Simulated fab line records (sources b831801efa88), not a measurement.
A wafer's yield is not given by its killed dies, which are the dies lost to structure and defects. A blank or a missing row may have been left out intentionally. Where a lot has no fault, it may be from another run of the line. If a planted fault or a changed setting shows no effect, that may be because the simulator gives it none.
8D (eight disciplines) problem report, filled in by code :: flow sky130 :: the parts of the form that need people (team, actions taken, sign-off) are left out

## 1. WHAT IS WRONG
NWELL_2_TW at SKY_NWELL_TW_MEAS_26 reads a mean of 1828 on 6 wafers of 2 lots; wafers without a fault read 497 with a standard deviation of 3.1. That is +99 or more standard deviations from the usual mean.
Earliest sighting: wafer L718.1 on film_metro-02 at day 7 02:40. The record has a number at this step for 39 wafers belonging to 13 lots. By rule, "out" or "out of limits" means more than 4 standard deviations away from the usual mean. Any other wafer with a number is counted as sound.

## 2. WHAT IT IS, AND WHAT IT ISN'T
question: which readings at this step
is: NWELL_2_TW
is not: -

question: which lots
is: L718, L719
is not: L713, L715, L716, L717, L728, L729, L730, L731, L732, L733, L734

question: which wafers of those lots
is: all that have a number
is not: -

question: read on which gauges
is: film_metro-02
is not: film_metro-01, film_metro-03

question: when
is: from day 7 02:40
is not: up to then (12 sound wafers); but 21 sound wafers of L728, L729, L730, L731, L732, L733, L734 came after

## 3. THE SUSPECTS, EACH WITH WHAT RULES IT OUT
Counting: any tool at a process step up to the reading is kept as a suspect provided that every lot that is out went through it and no sound lot did after the first of them.
- the gauge at SKY_NWELL_TW_MEAS_26: ruled out. All the wafers that are out were read on film_metro-02, but those of them that SKY_PAD_OPEN_PROBE_99 has rows for are out there too, on other tools.
- litho_track-01 at SKY_NWELL_COAT_05 (resist thk 3000 nm): ruled out as a lasting fault. Sound lots L728, L729 ran on it after its first lot that is out, L718 (day 5 21:23).
Left after counting: nothing in the record.

## 4. THE CAUSE (what the simulator had put in)
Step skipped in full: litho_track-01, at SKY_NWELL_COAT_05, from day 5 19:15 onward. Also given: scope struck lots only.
It was ruled out by counting, in error; the rule expects a fault to strike all lots run on its tool from its start on, and this fault did not.

## 5. THE CHAIN OF EFFECTS, in route order
Rows list readings where the struck wafers' mean (over those with a number) sits beyond 3 standard deviations from the usual. Scope: only readings with a usual standard deviation given in the record; hours: median across lots of the time from each lot's start at the first step in this table that gives one to its start at this step; sigmas: change in usual standard deviations.
hours: 0
step: SKY_NWELL_TW_MEAS_26
reading: NWELL_2_TW
usual: 497
on struck wafers: 1828
change: +1331
sigmas: +99 or more

hours: 970
step: SKY_PAD_OPEN_PROBE_99
reading: killed_at_front_end
usual: 16
on struck wafers: 420
change: +404
sigmas: +90

hours: 970
step: SKY_PAD_OPEN_PROBE_99
reading: killed_dies
usual: 87
on struck wafers: 492
change: +405
sigmas: +40

hours: 970
step: SKY_PAD_OPEN_PROBE_99
reading: killed_on_rim
usual: 17
on struck wafers: 96
change: +79
sigmas: +23
It contains these process steps:
- SKY_PAD_OPEN_PROBE_99
Readings that are blank on the struck wafers while sound wafers have them: chill_plate_temp_C at SKY_NWELL_COAT_05; dispense_pressure_kPa at SKY_NWELL_COAT_05; exhaust_pa at SKY_NWELL_COAT_05; NWELL_00_OVL at SKY_NWELL_OVL_MEAS_10.
Later measuring or inspecting steps at which every struck wafer that the step has a row for has a number for every such reading, and none has moved that far: SKY_VT_ADJUST_LVTN_TW_MEAS_21, SKY_VT_ADJUST_HVTR_CD_MEAS_07, SKY_VT_ADJUST_PCH_OVL_MEAS_07.

## 6. HOW IT WOULD HAVE BEEN CAUGHT EARLIER
In this record the first reading out of limits at a measuring or inspecting step was taken at day 7 02:40, 31 hours after the fault began at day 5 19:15.
Between SKY_NWELL_COAT_05 and SKY_NWELL_TW_MEAS_26, SKY_NWELL_OVL_MEAS_10 gave no NWELL_00_OVL on the struck wafers, where sound wafers have one: a measuring or inspecting step that comes back empty is itself a sign.
At SKY_NWELL_COAT_05 the tool's readings are blank on the struck wafers, where sound wafers have them: an empty tool record is the first sign, and it was there at once.
